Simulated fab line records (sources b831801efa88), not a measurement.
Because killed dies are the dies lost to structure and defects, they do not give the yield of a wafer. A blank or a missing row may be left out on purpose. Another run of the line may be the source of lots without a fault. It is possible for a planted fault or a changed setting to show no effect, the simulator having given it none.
fab line records ; flow gf180mcu ; part 2 of 2: steps 23 to 32 of 32
record: lots: 5; wafers: 15; lastDay: 33
route steps=602 shown HV_LDD@230 NSD@235 PSD@248
lots untouched by any fault: they come from a run of this same line in which no faults occurred
startH: hours from the record's opening day to when the first of the lot's shown wafers began ; waitH: hours elapsed since this lot's preceding step ; " identical to the entry in the row above ; L1.1+2: one row covering several wafers at once ; - no value, or no start was given ; * or withheld: withheld ; < > ~ a bound
route shown NAME@n: names a module that has steps shown in the file, with the first one's number in the route ; usual: the fault-free wafers' mean and standard deviation ; same: alike in all rows ; chamber/n: place in a boat ; sites: per-site readings ; _std_site: standard deviation across them ; _edge_site: inner sites' mean taken away from outer sites' mean ; radiusMm: how far each site lies from the wafer's centre ; mask NAME#n: copy n ; behind: the most recent tool/chamber to have shaped the wafer ; hold: why the lot went on hold/how many hours it stayed there/how the hold came to an end ; device: the n, p or np transistor that did not switch ; end of line: the route-end tests of the same wafers ; a step without rows: its recipe alone ; killed: dies lost to structure and defects at the first sort, not the wafer's yield ; map: a wafer's dies, x killed, . not, _ none there
set.NAME: the setting that was run; set.NAME@STEP: the one run at that earlier step ; model.NAME: the simulator's own value behind a step, which no gauge read
a table for each step, a row for each wafer; lots at some steps of the route
services: the hour from which a tool's chamber was out of use, counted from the record's first day as startH (under 0 if before that day), plus the number of hours and why
== steps ==
step: GF_PSD_EXPOSE_04
recipe: maskId: Pplus; targetCdNm: 400; na: 0.6; sourceShape: conventional; sigmaOuter: 0.6; doseMj: 140
usual: focusOffsetNm: 0.0/0.61
lot.wafer;tool;chamber;startH;waitH;mask;focusOffsetNm
L074.1;ilineStepper-02;0;-;-;Pplus#0;-0.8
L074.3;ilineStepper-02;0;-;-;Pplus#0;-1.1
L074.5;ilineStepper-02;0;-;-;Pplus#0;-0.6
L079.2;ilineStepper-02;0;-;-;Pplus#0;0.4
L079.4;ilineStepper-02;0;-;-;Pplus#0;-0.1
L079.5;ilineStepper-02;0;-;-;Pplus#0;0.4
L085.2;ilineStepper-01;0;-;-;Pplus#0;-0.2
L085.4;ilineStepper-01;0;-;-;Pplus#0;-1.1
L085.5;ilineStepper-01;0;-;-;Pplus#0;-1.6
L089.1;ilineStepper-01;0;-;-;Pplus#0;-0.3
L089.5;ilineStepper-01;0;-;-;Pplus#0;0.1
L089.6;ilineStepper-01;0;-;-;Pplus#0;0.7
L093.3;ilineStepper-02;0;-;-;Pplus#0;-0.4
L093.4;ilineStepper-02;0;-;-;Pplus#0;-1.1
L093.6;ilineStepper-02;0;-;-;Pplus#0;-0.7
step: GF_PSD_PEB_05
recipe: tempC: withheld; timeS: *; resist: NOVOLAK
usual: chillPlateTempC: *; exhaustPa: 45.0/0.8
lot.wafer;tool;chamber;startH;waitH;chillPlateTempC;exhaustPa
L074.1;lithoTrack-01;0;-;-;*;44.8
L074.3;lithoTrack-01;0;-;-;*;45.1
L074.5;lithoTrack-01;0;-;-;*;45.2
L079.2;lithoTrack-04;0;-;-;*;46.5
L079.4;lithoTrack-04;0;-;-;*;47.1
L079.5;lithoTrack-04;0;-;-;*;46.0
L085.2;lithoTrack-03;0;-;-;*;45.2
L085.4;lithoTrack-03;0;-;-;*;45.3
L085.5;lithoTrack-03;0;-;-;*;45.2
L089.1;lithoTrack-04;0;-;-;*;44.7
L089.5;lithoTrack-04;0;-;-;*;45.4
L089.6;lithoTrack-04;0;-;-;*;44.8
L093.3;lithoTrack-01;0;-;-;*;44.2
L093.4;lithoTrack-01;0;-;-;*;44.1
L093.6;lithoTrack-01;0;-;-;*;44.9
step: GF_PSD_DEVELOP_06
recipe: developTimeS: 60; devTempC: 23
usual: chillPlateTempC: 22.98/0.12; exhaustPa: 45.2/0.89
lot.wafer;tool;chamber;startH;waitH;chillPlateTempC;exhaustPa
L074.1;lithoTrack-01;0;321.57;0.1;23.01;44.6
L074.3;lithoTrack-01;0;321.57;0.1;22.80;44.6
L074.5;lithoTrack-01;0;321.57;0.1;23.10;44.0
L079.2;lithoTrack-04;0;359.02;0.1;22.95;46.1
L079.4;lithoTrack-04;0;359.02;0.1;23.11;47.9
L079.5;lithoTrack-04;0;359.02;0.1;23.05;47.9
L085.2;lithoTrack-03;0;411.64;0.1;22.80;46.1
L085.4;lithoTrack-03;0;411.64;0.1;22.97;45.1
L085.5;lithoTrack-03;0;411.64;0.1;22.96;47.0
L089.1;lithoTrack-04;0;448.04;0.1;23.09;45.5
L089.5;lithoTrack-04;0;448.04;0.1;23.11;45.8
L089.6;lithoTrack-04;0;448.04;0.1;23.14;44.7
L093.3;lithoTrack-01;0;475.37;0.1;23.07;45.1
L093.4;lithoTrack-01;0;475.37;0.1;23.28;43.9
L093.6;lithoTrack-01;0;475.37;0.1;23.18;45.0
step: GF_PSD_CD_MEAS_07
recipe: targetCdNm: 400
usual: cdNm: 399.7/2.5
lot.wafer;tool;chamber;startH;waitH;cdNm
L074.1;cdSem-01;-;321.73;0.1;399.6
L074.3;cdSem-01;-;321.73;0.1;400.6
L074.5;cdSem-01;-;321.73;0.1;399.9
L079.2;cdSem-01;-;359.16;0.1;400.9
L079.4;cdSem-01;-;359.16;0.1;400.7
L079.5;cdSem-01;-;359.16;0.1;399.4
L085.2;cdSem-01;-;411.78;0.1;399.8
L085.4;cdSem-01;-;411.78;0.1;398.5
L085.5;cdSem-01;-;411.78;0.1;400.2
L089.1;cdSem-02;-;448.19;0.1;394.4
L089.5;cdSem-02;-;448.19;0.1;393.2
L089.6;cdSem-02;-;448.19;0.1;393.1
L093.3;cdSem-02;-;475.51;0.1;397.9
L093.4;cdSem-02;-;475.51;0.1;399.0
L093.6;cdSem-02;-;475.51;0.1;399.7
step: GF_PSD_OVL_MEAS_08
usual: PSD_OVL: -1.1/1.7
lot.wafer;tool;chamber;startH;waitH;PSD_OVL[nm]
L074.1;overlay-01;-;321.85;0.1;-1.7
L074.3;overlay-01;-;321.85;0.1;-2.7
L074.5;overlay-01;-;321.85;0.1;-1.3
L079.2;overlay-02;-;359.27;0.1;-3.0
L079.4;overlay-02;-;359.27;0.1;-3.4
L079.5;overlay-02;-;359.27;0.1;-1.4
L085.2;overlay-01;-;411.89;0.1;0.3
L085.4;overlay-01;-;411.89;0.1;0.6
L085.5;overlay-01;-;411.89;0.1;1.5
L089.1;overlay-01;-;448.31;0.1;1.0
L089.5;overlay-01;-;448.31;0.1;-0.1
L089.6;overlay-01;-;448.31;0.1;0.9
L093.3;overlay-02;-;475.60;0.1;-0.7
L093.4;overlay-02;-;475.60;0.1;-0.2
L093.6;overlay-02;-;475.60;0.1;-1.4
step: GF_PSD_IMPLANT_09
recipe: species: BF2; energyKev: 40; doseCm2: 1.5e+15; tiltDeg: 7
usual: beamOnS: 10.00/0.22
lot.wafer;tool;chamber;startH;waitH;beamOnS
L074.1;implanter-01;0;321.89;0.0;10.07
L074.3;implanter-01;0;321.89;0.0;9.77
L074.5;implanter-01;0;321.89;0.0;9.95
L079.2;implanter-01;0;359.32;0.0;9.80
L079.4;implanter-01;0;359.32;0.0;10.17
L079.5;implanter-01;0;359.32;0.0;9.87
L085.2;implanter-01;0;411.94;0.0;9.72
L085.4;implanter-01;0;411.94;0.0;10.32
L085.5;implanter-01;0;411.94;0.0;10.42
L089.1;implanter-01;0;448.34;0.0;9.95
L089.5;implanter-01;0;448.34;0.0;9.62
L089.6;implanter-01;0;448.34;0.0;9.75
L093.3;implanter-04;0;475.68;0.1;9.63
L093.4;implanter-04;0;475.68;0.1;10.28
L093.6;implanter-04;0;475.68;0.1;9.82
step: GF_PSD_STRIP_10
recipe: chemistry: O2/N2; powerW: 1400; pressureMtorr: 1500; platenTempC: 250; o2FlowSccm: 3000; n2FlowSccm: 300; overashFraction: 0.5
usual: drypumpMotorCurrentA: 5.75/0.21; heaterPowerW: 315/25; oesProductAu: 0.592/0.0046; stripTimeToEndpointS: 16.61/0.039
lot.wafer;tool;chamber;startH;waitH;drypumpMotorCurrentA;heaterPowerW;oesProductAu;rfHoursCounterH;stripTimeToEndpointS
L074.1;plasmaAsher-03;1;322.04;0.1;5.44;353;0.593;67;16.67
L074.3;plasmaAsher-03;0;322.04;0.1;5.75;286;0.593;-;16.61
L074.5;plasmaAsher-03;0;322.04;0.1;5.73;290;0.593;-;16.62
L079.2;plasmaAsher-04;0;359.45;0.1;6.10;319;0.594;72;16.62
L079.4;plasmaAsher-04;0;359.45;0.1;6.10;323;0.592;-;16.69
L079.5;plasmaAsher-04;0;359.45;0.1;6.10;316;0.590;-;16.65
L085.2;plasmaAsher-02;0;412.07;0.1;5.64;326;0.598;62;16.63
L085.4;plasmaAsher-02;1;412.07;0.1;5.77;286;0.595;-;16.60
L085.5;plasmaAsher-02;0;412.07;0.1;5.61;320;0.596;-;16.64
L089.1;plasmaAsher-03;1;448.49;0.1;5.42;342;0.593;80;16.56
L089.5;plasmaAsher-03;1;448.49;0.1;5.40;343;0.594;-;16.58
L089.6;plasmaAsher-03;0;448.49;0.1;5.76;285;0.587;-;16.59
L093.3;plasmaAsher-02;1;475.81;0.1;5.76;285;0.594;-;16.70
L093.4;plasmaAsher-02;0;475.81;0.1;5.63;324;0.592;-;16.71
L093.6;plasmaAsher-02;1;475.81;0.1;5.75;280;0.590;-;16.64
step: GF_PSD_TW_MEAS_11
usual: PSD_TW: 3172/29
lot.wafer;tool;chamber;startH;waitH;PSD_TW
L074.1;filmMetro-01;-;322.14;0.1;3209
L074.3;filmMetro-01;-;322.14;0.1;3210
L074.5;filmMetro-01;-;322.14;0.1;3211
L079.2;filmMetro-01;-;359.56;0.1;3201
L079.4;filmMetro-01;-;359.56;0.1;3208
L079.5;filmMetro-01;-;359.56;0.1;3219
L085.2;filmMetro-01;-;412.18;0.1;3201
L085.4;filmMetro-01;-;412.18;0.1;3214
L085.5;filmMetro-01;-;412.18;0.1;3198
L089.1;filmMetro-04;-;448.59;0.1;3147
L089.5;filmMetro-04;-;448.59;0.1;3136
L089.6;filmMetro-04;-;448.59;0.1;3130
L093.3;filmMetro-04;-;475.90;0.1;3153
L093.4;filmMetro-04;-;475.90;0.1;3159
L093.6;filmMetro-04;-;475.90;0.1;3152
step: GF_PSD_CLEAN_12
recipe: chemistry: SC1/SC2; mix: 1:4:20; tempC: 70; timeS: 150; dry: n2Spin
usual: bathGuardTempC: 69.9/0.47
lot.wafer;tool;chamber;startH;waitH;bathGuardTempC
L074.1;wetBench-03;2;322.20;0.1;70.0
L074.3;wetBench-03;2;322.20;0.1;69.9
L074.5;wetBench-03;2;322.20;0.1;70.4
L079.2;wetBench-04;1;359.61;0.0;69.7
L079.4;wetBench-04;1;359.61;0.0;69.3
L079.5;wetBench-04;1;359.61;0.0;69.3
L085.2;wetBench-04;0;412.23;0.0;70.1
L085.4;wetBench-04;0;412.23;0.0;70.4
L085.5;wetBench-04;0;412.23;0.0;70.3
L089.1;wetBench-03;1;448.65;0.1;69.1
L089.5;wetBench-03;1;448.65;0.1;68.6
L089.6;wetBench-03;1;448.65;0.1;68.7
L093.3;wetBench-01;3;475.94;0.0;70.1
L093.4;wetBench-01;3;475.94;0.0;70.2
L093.6;wetBench-01;3;475.94;0.0;70.5
step: GF_PSD_RTA_13
recipe: tempC: 1025; timeS: 20; ambient: N2
usual: lampPowerPct: 34.4/3; wafer_temp_C_max: 1029.0/1.2
lot.wafer;tool;chamber;startH;waitH;lampPowerPct;wafer_temp_C_max
L074.1;rtpAnneal-01;0;322.25;0.0;39.0;1031.1
L074.3;rtpAnneal-01;0;322.25;0.0;39.1;1033.3
L074.5;rtpAnneal-01;0;322.25;0.0;39.0;1031.1
L079.2;rtpAnneal-02;0;359.67;0.0;32.5;1029.0
L079.4;rtpAnneal-02;0;359.67;0.0;32.4;1027.8
L079.5;rtpAnneal-02;0;359.67;0.0;32.4;1027.8
L085.2;rtpAnneal-02;0;412.31;0.0;32.4;1028.1
L085.4;rtpAnneal-02;0;412.31;0.0;32.5;1027.8
L085.5;rtpAnneal-02;0;412.31;0.0;32.4;1029.9
L089.1;rtpAnneal-02;0;448.70;0.0;32.5;1029.7
L089.5;rtpAnneal-02;0;448.70;0.0;32.5;1028.1
L089.6;rtpAnneal-02;0;448.70;0.0;32.5;1028.8
L093.3;rtpAnneal-01;0;476.02;0.0;39.0;1029.8
L093.4;rtpAnneal-01;0;476.02;0.0;39.1;1030.5
L093.6;rtpAnneal-01;0;476.02;0.0;39.0;1029.0
== services ==
tool;chamber;startH;hours;kind
implanter-01;-;256.30;4.0;repair
plasmaAsher-04;-;262.30;4.2;repair
implanter-01;-;264.62;1.6;repair
ilineStepper-02;-;275.44;8.2;repair
rieDiel-04;1;310.73;14.0;repair
plasmaAsher-04;-;333.18;5.9;repair
ilineStepper-01;-;341.62;5.7;repair
implanter-02;-;372.04;3.3;pm
plasmaAsher-03;-;376.74;2.8;pm
implanter-04;-;383.29;1.4;repair
plasmaAsher-04;-;383.86;2.8;pm
wetBench-04;-;391.56;4.4;pm
implanter-01;-;403.47;1.2;repair
plasmaAsher-04;-;421.25;9.0;pm
implanter-02;-;432.29;4.0;repair
ilineStepper-01;-;453.07;1.7;pm
lpcvd-02;-;454.93;4.3;pm
lpcvd-02;-;459.64;0.8;repair
implanter-01;-;461.03;4.9;repair
implanter-02;-;462.31;2.5;repair
rieDiel-01;1;464.15;12.7;repair
ilineStepper-02;-;469.30;1.7;pm
ilineStepper-01;-;473.39;9.5;repair
rieDiel-01;2;475.87;7.3;repair
